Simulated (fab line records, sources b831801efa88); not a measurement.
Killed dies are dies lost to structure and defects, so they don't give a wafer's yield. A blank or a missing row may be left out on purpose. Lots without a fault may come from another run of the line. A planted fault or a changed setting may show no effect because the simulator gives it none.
Which tool did it? | flow sky130 | 11 lots, 32 wafers sampled, at 4 steps of a route of 708

WHAT THE GAUGES READ, wafer by wafer
SKY_NWELL_RS_MEAS_31: measures by four-point-probe.
lot  | measured     | on            | PWDE_RS (ohm/sq)
L790 | day 5 05:16  | film_metro-03 | 5269 5271 5277
L792 | day 6 01:29  | film_metro-03 | 5302 5288 5297
L793 | day 6 05:45  | film_metro-04 | 5265 5275 5253
L794 | day 6 13:31  | film_metro-02 | 5295 5284 5289
L796 | day 6 22:50  | film_metro-04 | 5310 5283 5291
L797 | day 7 02:17  | film_metro-04 | 5288 5269 5270
L798 | day 7 10:35  | film_metro-04 | 5277 4437
L802 | day 8 09:05  | film_metro-02 | 5276 4442 5272
L811 | day 10 15:25 | film_metro-04 | 5267 5272 5269
L812 | day 10 18:05 | film_metro-02 | 5259 5276 5264
L813 | day 11 03:07 | film_metro-02 | 5298 5280 5261

WHICH TOOL RAN EACH LOT (tool, then ch and the chambers of the sampled wafers, then the start)
lot  | SKY_FIELD_ISO_ETCH_14             | SKY_DNWELL_STRIP_08                 | SKY_PWDE_IMPLANT_08
L790 | rie_diel-02 ch 0,1,3, day 2 04:34 | plasma_asher-04 ch 0,1, day 3 02:44 | implanter-03 ch 0, day 3 18:38
L792 | rie_diel-01 ch 1,2,3, day 2 18:13 | plasma_asher-04 ch 0,1, day 3 19:40 | implanter-03 ch 0, day 4 12:01
L793 | rie_diel-04 ch 0,1,2, day 2 20:43 | plasma_asher-01 ch 1, day 3 23:13   | implanter-02 ch 0, day 4 16:32
L794 | rie_diel-02 ch 0,2, day 3 01:28   | plasma_asher-03 ch 0,1, day 4 05:43 | implanter-03 ch 0, day 4 22:52
L796 | rie_diel-02 ch 1,2,3, day 3 11:40 | plasma_asher-04 ch 0,1, day 4 15:37 | implanter-01 ch 0, day 5 08:40
L797 | rie_diel-01 ch 0,3, day 3 16:19   | plasma_asher-03 ch 0,1, day 4 18:11 | implanter-02 ch 0, day 5 11:35
L798 | rie_diel-02 ch 0,2, day 4 00:10   | plasma_asher-01 ch 1, day 5 00:11   | implanter-02 ch 0, day 5 18:17
L802 | rie_diel-04 ch 0,3, day 4 19:28   | plasma_asher-01 ch 0,1, day 5 20:06 | implanter-02 ch 0, day 6 15:32
L811 | rie_diel-02 ch 0,1, day 6 19:19   | plasma_asher-04 ch 0,1, day 7 21:52 | implanter-01 ch 0, day 8 19:17
L812 | rie_diel-04 ch 0,1,3, day 6 22:58 | plasma_asher-03 ch 0,1, day 8 00:47 | implanter-03 ch 0, day 8 21:41
L813 | rie_diel-01 ch 0,1,3, day 7 05:01 | plasma_asher-03 ch 0,1, day 8 08:19 | implanter-01 ch 0, day 9 06:05
- SKY_FIELD_ISO_ETCH_14: etches BARC in N2/H2, stops on SiO2, time 45.9 s, target depth 60 nm.
- SKY_DNWELL_STRIP_08: strips in O2/N2.
- SKY_PWDE_IMPLANT_08

THE ANSWER, worked out from the rows above alone
Rule: what is usual is taken from the lots themselves. Put in order of their means at a reading, lots are off if they are a third of the lots or fewer, leave a main group of 4 or more, and stand apart from it by a gap of 3 or more times the standard deviation of the main group's means; of several such gaps the widest counts. A main group whose means are all the same, to the digits that the tables above print for the reading, isn't used. A lot without any number at a reading at which 4 lots or more have one is off too. The other lots that the step has rows for count as sound.
Off: L798, L802, at SKY_NWELL_RS_MEAS_31 (PWDE_RS). The main group: mean 5279 ohm/sq, standard deviation 11.
A tool fits if, at a process step before that reading, it ran every lot that is off, and no sound lot after the first of them. The gauges at SKY_NWELL_RS_MEAS_31 are tried like those tools. Can't be told from this: 2 tools fit, plasma_asher-01 at SKY_DNWELL_STRIP_08, implanter-02 at SKY_PWDE_IMPLANT_08.

WHAT THE SIMULATOR HAD PUT IN
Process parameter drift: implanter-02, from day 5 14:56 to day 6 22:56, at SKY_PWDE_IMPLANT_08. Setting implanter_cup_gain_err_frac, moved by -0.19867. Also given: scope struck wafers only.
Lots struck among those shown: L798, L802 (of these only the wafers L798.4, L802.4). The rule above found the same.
